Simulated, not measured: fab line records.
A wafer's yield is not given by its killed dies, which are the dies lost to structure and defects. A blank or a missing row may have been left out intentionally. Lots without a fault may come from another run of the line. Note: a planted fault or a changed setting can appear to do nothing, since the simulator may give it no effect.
A single fault, viewed from 2 desks / flow sfqLine / what lay behind the numbers comes last; until then each desk has only its own

## THE METROLOGY DESK
Lot by lot, what the gauges showed, no matter which tool ran the lot: averages of those sampled wafers that carry a number. Any lot whose mean is over 4 standard deviations away from the usual mean is out of limits and marked OUT; that distance is given in the brackets.
Columns: A = J5_OVL at SFQ_JJ_OVL_MEAS_931, usual 2 nm
lot=L383; first seen here=day 43 09:04; A=10
lot=L384; first seen here=day 43 12:35; A=-6
lot=L385; first seen here=day 43 14:59; A=-1
lot=L386; first seen here=day 43 16:11; A=-2
lot=L387; first seen here=day 43 17:23; A=-8
lot=L388; first seen here=day 45 18:55; A=2
lot=L389; first seen here=day 51 13:05; A=-5
lot=L390; first seen here=day 52 13:36; A=4
lot=L391; first seen here=day 52 20:40; A=10
lot=L393; first seen here=day 59 07:26; A=4
lot=L394; first seen here=day 59 14:38; A=-0
lot=L400; first seen here=day 62 17:58; A=5
lot=L404; first seen here=day 63 16:42; A=3
This desk found nothing out of limits on any of the 13 lots.

## FOR THE TOOL OWNER'S DESK: cmp-01
The tool's own readings at SFQ_TRILAYER_I1_CMP_CMP_046 (polishes SiO2): means of the sampled wafers that have a number, for each lot that ran on this tool. Any lot whose mean is over 4 standard deviations away from the usual mean is out of limits and marked OUT; that distance is given in the brackets.
Columns: A = motorCurrentA at SFQ_TRILAYER_I1_CMP_CMP_046, usual 10.2 A; B = slurryFilterDpKPa at SFQ_TRILAYER_I1_CMP_CMP_046, usual 13.49 kPa; C = timeToEndpointS at SFQ_TRILAYER_I1_CMP_CMP_046, usual 215 s
lot=L384; first seen here=day 14 22:02; A=10.2; B=13.48; C=220
lot=L385; first seen here=day 15 07:37; A=10.3; B=13.49; C=211
lot=L386; first seen here=day 15 16:02; A=9.7; B=13.49; C=217
lot=L388; first seen here=day 16 23:28; A=10.3; B=13.38; C=226
lot=L389; first seen here=day 17 14:58; A=10.2; B=13.51; C=213
lot=L391; first seen here=day 18 09:10; A=9.7; B=13.63; C=213
lot=L393; first seen here=day 19 09:29; A=10.8; B=13.51; C=214
lot=L394; first seen here=day 19 14:59; A=10.7; B=13.41; C=211
lot=L400; first seen here=day 21 14:07; A=10.4; B=13.50; C=216
This desk found nothing out of limits on any of the 9 lots.

## ALL TOGETHER
Nothing out of limits was seen by the metrology desk.
Nothing out of limits was seen by the tool owner's desk.

## WHAT THE SIMULATOR PUT IN
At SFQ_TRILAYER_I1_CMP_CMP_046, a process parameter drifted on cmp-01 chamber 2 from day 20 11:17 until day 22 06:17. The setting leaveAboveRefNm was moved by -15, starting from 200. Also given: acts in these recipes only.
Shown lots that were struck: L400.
